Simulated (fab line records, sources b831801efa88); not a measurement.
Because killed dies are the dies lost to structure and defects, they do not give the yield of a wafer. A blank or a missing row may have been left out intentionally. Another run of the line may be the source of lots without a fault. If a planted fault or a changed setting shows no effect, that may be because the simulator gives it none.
Which tool is to blame? | flow gf180mcu | 9 lots, 27 wafers sampled, at 5 steps of a route of 602

== WHAT THE GAUGES READ, wafer by wafer ==
GF_V4_CD_MEAS_14: target cd 260 nm. Usual: cd-nm 259.7 nm, standard deviation 1.3.
lot  | measured     | on        | cd-nm (nm)        | flag
L931 | day 24 05:19 | cd-sem-02 | 259.9 260.6 260.1 |
L932 | day 24 12:14 | cd-sem-02 | 258.3 259.3 259.6 |
L933 | day 24 23:02 | cd-sem-02 | 259.1 259.0 259.9 |
L934 | day 25 05:40 | cd-sem-01 | 259.1 259.0 260.1 |
L935 | day 25 14:52 | cd-sem-01 | 258.1 258.3 260.9 |
L936 | day 25 23:55 | cd-sem-01 | 261.3 261.3 261.9 |
L937 | day 26 09:14 | cd-sem-02 | 257.9 258.6 259.8 |
L943 | day 28 06:44 | cd-sem-02 | 260.1 268.5 260.6 |
L949 | day 30 10:16 | cd-sem-01 | 257.9 258.0 259.9 |

GF_MIM_THK_MEAS_11: measures by xrf. Usual: MIM_ALCU_THK gives 199.7 nm (standard deviation 2.3).
lot  | measured     | on            | MIM_ALCU_THK (nm) | flag
L931 | day 24 07:22 | film-metro-03 | 195.2 197.3 193.5 |
L932 | day 24 14:17 | film-metro-04 | 200.7 202.6 201.9 |
L933 | day 25 01:04 | film-metro-01 | 199.2 197.7 197.4 |
L934 | day 25 07:42 | film-metro-04 | 197.6 198.0 195.9 |
L935 | day 25 16:54 | film-metro-04 | 203.9 207.1 203.5 |
L936 | day 26 01:59 | film-metro-04 | 199.5 200.2 202.2 |
L937 | day 26 11:19 | film-metro-03 | 199.9 200.1 199.9 |
L943 | day 28 08:46 | film-metro-03 | 200.5 202.6 201.7 |
L949 | day 30 12:19 | film-metro-03 | 199.3 199.2 200.8 |

== WHAT TOOL EACH LOT RAN ON (gives the tool, then ch and the chambers of the sampled wafers, and finally the start) ==
lot  | GF_M4_SPUTTER_01             | GF_V4_EXPOSE_11                   | GF_MIM_SPUTTER_08
L931 | pvd-sputter-02, day 22 06:29 | krf-scanner-02 ch 0, day 23 18:28 | pvd-sputter-01, day 24 07:11
L932 | pvd-sputter-04, day 22 14:25 | krf-scanner-02 ch 0, day 24 01:43 | pvd-sputter-02, day 24 14:04
L933 | pvd-sputter-01, day 23 01:09 | krf-scanner-01 ch 0, day 24 11:58 | pvd-sputter-02, day 25 00:53
L934 | pvd-sputter-04, day 23 08:07 | krf-scanner-02 ch 0, day 24 18:41 | pvd-sputter-03, day 25 07:31
L935 | pvd-sputter-01, day 23 18:05 | krf-scanner-01 ch 0, day 25 04:34 | pvd-sputter-02, day 25 16:43
L936 | pvd-sputter-01, day 24 02:40 | krf-scanner-02 ch 0, day 25 13:02 | pvd-sputter-03, day 26 01:47
L937 | pvd-sputter-01, day 24 13:25 | krf-scanner-01 ch 0, day 25 23:11 | pvd-sputter-01, day 26 11:08
L943 | pvd-sputter-02, day 26 13:50 | krf-scanner-02 ch 0, day 27 21:41 | pvd-sputter-02, day 28 08:35
L949 | pvd-sputter-04, day 28 19:04 | krf-scanner-01 ch 0, day 30 00:57 | pvd-sputter-03, day 30 12:07
- GF_M4_SPUTTER_01: material TiN, target thk 30 nm, time 25 s.
- GF_V4_EXPOSE_11: exposes mask Via4, target cd 260 nm.
- GF_MIM_SPUTTER_08: material AlCu, target thk 200 nm, time 10.6 s.

== WHAT THE TOOLS THEMSELVES READ (means of the sampled wafers that have a number; where no wafer has one, the mark that the record gives instead) ==
GF_M4_SPUTTER_01. Usual: throttle-valve-pct 29.8 %, standard deviation 0.93.
lot  | tool           | throttle-valve-pct (%) | flag
L931 | pvd-sputter-02 | 30.8                   |
L932 | pvd-sputter-04 | 29.1                   |
L933 | pvd-sputter-01 | 29.1                   |
L934 | pvd-sputter-04 | 29.1                   |
L935 | pvd-sputter-01 | 29.2                   |
L936 | pvd-sputter-01 | 29.6                   |
L937 | pvd-sputter-01 | 29.2                   |
L943 | pvd-sputter-02 | 31.1                   |
L949 | pvd-sputter-04 | 29.2                   |

GF_V4_EXPOSE_11. Usual: reticle-temp-C 22.97 C, standard deviation 0.11.
lot  | tool           | reticle-temp-C (C) | flag
L931 | krf-scanner-02 | 22.93              |
L932 | krf-scanner-02 | 22.92              |
L933 | krf-scanner-01 | 22.86              |
L934 | krf-scanner-02 | 22.98              |
L935 | krf-scanner-01 | 22.96              |
L936 | krf-scanner-02 | 22.98              |
L937 | krf-scanner-01 | 22.84              |
L943 | krf-scanner-02 | 23.01              |
L949 | krf-scanner-01 | 22.89              |

GF_MIM_SPUTTER_08. Usual: throttle-valve-pct 29.7 %, standard deviation 1.2.
lot  | tool           | throttle-valve-pct (%) | flag
L931 | pvd-sputter-01 | 29.0                   |
L932 | pvd-sputter-02 | 31.2                   |
L933 | pvd-sputter-02 | 30.6                   |
L934 | pvd-sputter-03 | 29.6                   |
L935 | pvd-sputter-02 | 30.6                   |
L936 | pvd-sputter-03 | 29.5                   |
L937 | pvd-sputter-01 | 29.3                   |
L943 | pvd-sputter-02 | 31.2                   |
L949 | pvd-sputter-03 | 29.2                   |

== THE ANSWER, worked out from the rows above alone ==
Rule: lot off if the mean of its wafers having a number is beyond 3 standard deviations from the usual mean. Also off: a lot with no number at a reading for which 4 or more lots have one. All remaining lots with rows at the step are treated as sound. The gauges are gone through in route order, then the tools' own readings, and for those a lot's mean is taken as printed above. The first step at which some lot is off is used, and at that step the reading that is off furthest; a lot without a number counts as furthest.
No lot is off at any reading shown: from this, nothing can be told.

== WHAT WAS PUT IN BY THE SIMULATOR ==
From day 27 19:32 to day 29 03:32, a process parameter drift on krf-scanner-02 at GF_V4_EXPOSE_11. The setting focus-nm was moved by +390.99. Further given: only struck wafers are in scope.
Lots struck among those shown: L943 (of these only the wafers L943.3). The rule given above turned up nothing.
